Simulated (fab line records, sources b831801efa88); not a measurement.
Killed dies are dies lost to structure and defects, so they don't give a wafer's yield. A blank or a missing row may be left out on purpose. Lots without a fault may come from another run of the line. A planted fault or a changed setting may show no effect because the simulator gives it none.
Split-lot experiment | flow gf180mcu | 5 lots, 23 wafers read, on a route of 602 steps

THE SPLIT
At GF_HV_LDD_DEVELOP_06 (develop time 60 s), the setting develop_time_s was moved away from the recipe's 60 s on 9 of the 23 wafers read, by -7.3% to +11.3%. The other wafers ran this setting at the recipe's value.

The file shows no step between the split and the reading.

THE READING
cd_nm, in nm, at GF_HV_LDD_CD_MEAS_07 (target cd 400 nm). Fault-free wafers of this fab line usually give 399.3 nm, standard deviation 2.6 nm.

wafer  | tool, chamber at the split | develop_time_s as run, s | against the recipe | cd_nm, nm | against lot-mates on the recipe
L074.1 | litho_track-01, 0          | 60                       | recipe             | 399.5     | -
L074.2 | litho_track-01, 0          | 55.63                    | -7.3%              | 390.2     | -9.2
L074.3 | litho_track-01, 0          | 60                       | recipe             | 399.4     | -
L074.5 | litho_track-01, 0          | 55.63                    | -7.3%              | 390.8     | -8.6
L074.6 | litho_track-01, 0          | 55.63                    | -7.3%              | 392.1     | -7.3
L075.2 | litho_track-04, 0          | 60                       | recipe             | 401.4     | -
L075.4 | litho_track-04, 0          | 60                       | recipe             | 403.4     | -
L075.5 | litho_track-04, 0          | 60                       | recipe             | 400.4     | -
L082.2 | litho_track-04, 0          | 60                       | recipe             | 401.0     | -
L082.3 | litho_track-04, 0          | 60                       | recipe             | 400.5     | -
L082.4 | litho_track-04, 0          | 57.5                     | -4.2%              | 395.4     | -4.9
L082.5 | litho_track-04, 0          | 57.5                     | -4.2%              | 396.5     | -3.8
L082.6 | litho_track-04, 0          | 60                       | recipe             | 399.4     | -
L083.1 | litho_track-01, 0          | 56.19                    | -6.3%              | 391.0     | -7.7
L083.2 | litho_track-01, 0          | 60                       | recipe             | 398.5     | -
L083.3 | litho_track-01, 0          | 60                       | recipe             | 400.7     | -
L083.4 | litho_track-01, 0          | 56.19                    | -6.3%              | 393.2     | -5.5
L083.5 | litho_track-01, 0          | 60                       | recipe             | 397.0     | -
L085.1 | litho_track-03, 0          | 66.77                    | +11.3%             | 408.5     | +9.2
L085.2 | litho_track-03, 0          | 60                       | recipe             | 399.4     | -
L085.3 | litho_track-03, 0          | 60                       | recipe             | 399.5     | -
L085.5 | litho_track-03, 0          | 66.77                    | +11.3%             | 407.9     | +8.6
L085.6 | litho_track-03, 0          | 60                       | recipe             | 399.1     | -

THE FIT
A straight line over all 23 wafers: cd_nm changes by +0.947 nm for each +1% of develop_time_s; r = +0.94; the points scatter about the line by 1.6 nm.
The same after taking each lot's own level away (the mean of its wafers on the recipe; 23 wafers): +0.936 nm for each +1%; r = +0.97; scatter 1.2 nm.
On that fit, the largest move of develop_time_s shifts the reading by 11 nm.
The lots' own levels span 398.73 to 401.73 nm, that is 1.2 times the standard deviation above.
So the lot-to-lot level changes the slope little: the two slopes agree.
Check: with one of the wafers moved furthest among these (+11.3%) left out of the fit, the line predicts +10.6 nm for it against its lot-mates. It came out at +9.17 nm against them.

OTHER SPLITS ON THESE WAFERS
These wafers also went through other splits before the reading. Each is held against what the fit with the lots' levels taken away leaves over:
other split on the same wafers      | wafers away from the commonest value | r with cd_nm (lot level and that fit taken away)
GF_VT_IMPLANT_IMPLANT_30 energy_kev | 11                                   | +0.05
GF_VT_IMPLANT_IMPLANT_41 energy_kev | 8                                    | +0.12
GF_DUAL_GATE_OXIDATION_02 temp_c    | 18                                   | +0.16
GF_DUAL_GATE_STRIP_13 power_w       | 8                                    | -0.20

THE FILE'S OWN FIT
cd_nm changes by +0.928 nm for each +1% of develop_time_s, r = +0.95.
